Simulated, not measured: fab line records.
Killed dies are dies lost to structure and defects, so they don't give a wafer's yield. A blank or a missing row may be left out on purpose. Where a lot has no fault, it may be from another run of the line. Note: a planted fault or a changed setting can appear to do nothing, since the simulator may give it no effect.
Which tool did it?    flow sky130    33 wafers from 11 lots sampled at 4 of the route's 708 steps

WHAT EACH GAUGE READ, for each wafer
SKY_METAL1_THK_MEAS_06: measures by xrf. Usual: METAL1_ALCU_THK typically reads 251.5 nm, with standard deviation 2.8.
lot   measured      on             METAL1_ALCU_THK (nm)  flag
L904  day 32 12:02  film metro-04  252.2 245.0 247.1     
L905  day 32 19:07  film metro-04  248.9 250.3 249.6     
L910  day 34 11:28  film metro-04  248.7 248.2 248.8     
L915  day 36 06:32  film metro-03  251.0 249.7 254.1     
L916  day 36 08:46  film metro-03  252.3 252.9 255.4     
L917  day 36 22:55  film metro-04  250.8 251.1 250.4     
L919  day 37 06:35  film metro-03  248.9 249.7 251.9     
L922  day 38 10:47  film metro-03  258.3 250.0 256.2     
L924  day 38 16:12  film metro-02  246.6 250.5 254.9     
L926  day 39 09:22  film metro-03  255.5 252.2 251.4     
L927  day 39 17:49  film metro-04  248.9 254.6 248.4     

SKY_VIA1_RS_MEAS_22: a four-point-probe measurement. Usual: VIA1_W_RS typically reads 0.424 ohm/sq, with standard deviation 0.0049.
lot   measured      on             VIA1_W_RS (ohm/sq)  flag
L904  day 34 21:46  film metro-04  0.424 0.420 0.426   
L905  day 35 04:55  film metro-01  0.418 0.423 0.419   
L910  day 36 19:28  film metro-01  0.419 0.415 0.423   
L915  day 38 13:35  film metro-04  0.406 0.399 0.404   OFF
L916  day 38 15:49  film metro-03  0.399 0.403 0.400   OFF
L917  day 39 04:40  film metro-03  0.423 0.425 0.429   
L919  day 39 13:56  film metro-04  0.427 0.425 0.433   
L922  day 40 16:19  film metro-04  0.423 0.419 0.420   
L924  day 40 20:31  film metro-01  0.421 0.417 0.418   
L926  day 41 13:38  film metro-01  0.432 0.432 0.424   
L927  day 41 21:49  film metro-01  0.432 0.430 0.435   

SKY_VIA1_THK_MEAS_23: measures by xrf. Usual: VIA1_W_THK typically reads 275 nm, with standard deviation 3.3.
lot   measured      on             VIA1_W_THK (nm)  flag
L904  day 34 21:53  film metro-04  273 274 269      
L905  day 35 05:01  film metro-01  279 276 279      
L910  day 36 19:34  film metro-01  278 283 277      
L915  day 38 13:43  film metro-04  286 290 288      OFF
L916  day 38 15:56  film metro-03  287 286 289      OFF
L917  day 39 04:46  film metro-03  276 274 272      
L919  day 39 14:03  film metro-04  271 272 268      
L922  day 40 16:25  film metro-04  274 275 278      
L924  day 40 20:38  film metro-01  276 278 278      
L926  day 41 13:45  film metro-01  273 272 276      
L927  day 41 21:56  film metro-01  273 273 270      

TOOL THAT RAN EACH LOT (tool first, then ch and the chambers of the sampled wafers, then the start)
lot   SKY_VIA1_CVD_21
L904  cvd w-02 ch 0,1, day 34 21:40
L905  cvd w-02 ch 0,1, day 35 04:49
L910  cvd w-02 ch 0,1, day 36 19:21
L915  cvd w-02 ch 0,1, day 38 13:29
L916  cvd w-02 ch 0,1, day 38 15:43
L917  cvd w-01 ch 0,1, day 39 04:33
L919  cvd w-01 ch 0,1, day 39 13:49
L922  cvd w-01 ch 0,1, day 40 16:12
L924  cvd w-01 ch 0,1, day 40 20:25
L926  cvd w-01 ch 0,1, day 41 13:32
L927  cvd w-02 ch 0,1, day 41 21:43
- SKY_VIA1_CVD_21: deposits W, target thk 270 nm, time 80.902 s.

WHAT THE TOOLS THEMSELVES READ (means of the sampled wafers that have a number; where no wafer has one, the mark that the record gives instead)
SKY_VIA1_CVD_21. Usual: chamber pressure Torr 40.00 Torr, standard deviation 0.086; heater power w 877 W, standard deviation 91.
lot   tool      chamber pressure Torr (Torr)  heater power w (W)  flag
L904  cvd w-02  40.00                         878                 
L905  cvd w-02  40.00                         838                 
L910  cvd w-02  39.94                         840                 
L915  cvd w-02  43.94                         857                 OFF
L916  cvd w-02  43.85                         852                 OFF
L917  cvd w-01  39.82                         849                 
L919  cvd w-01  40.02                         857                 
L922  cvd w-01  40.09                         946                 
L924  cvd w-01  40.00                         935                 
L926  cvd w-01  39.92                         931                 
L927  cvd w-02  39.99                         818                 

THE ANSWER, worked out from the rows above alone
Rule: lot off if the mean of its wafers having a number is beyond 3 standard deviations from the usual mean. A lot without any number at a reading at which 4 lots or more have one is off too. Where the step has rows for the other lots, those lots are counted as sound. Order of review: gauges by route order, followed by the tools' own readings, for which a lot's mean as printed above is used. At the first step where some lot is off, the reading lying furthest off is the one used; lots without a number count as furthest.
Off: L915, L916, at SKY_VIA1_RS_MEAS_22 (VIA1_W_RS).
If a tool, at a process step before that reading, ran all the lots that are off and no sound lot after the first of them, it fits. Not tried: the gauges at SKY_VIA1_RS_MEAS_22; whatever is off there is also off at SKY_VIA1_CVD_21, on other tools, and gauge error can't account for it. No candidate that was tried fits.

WHAT THE SIMULATOR HAD PUT IN
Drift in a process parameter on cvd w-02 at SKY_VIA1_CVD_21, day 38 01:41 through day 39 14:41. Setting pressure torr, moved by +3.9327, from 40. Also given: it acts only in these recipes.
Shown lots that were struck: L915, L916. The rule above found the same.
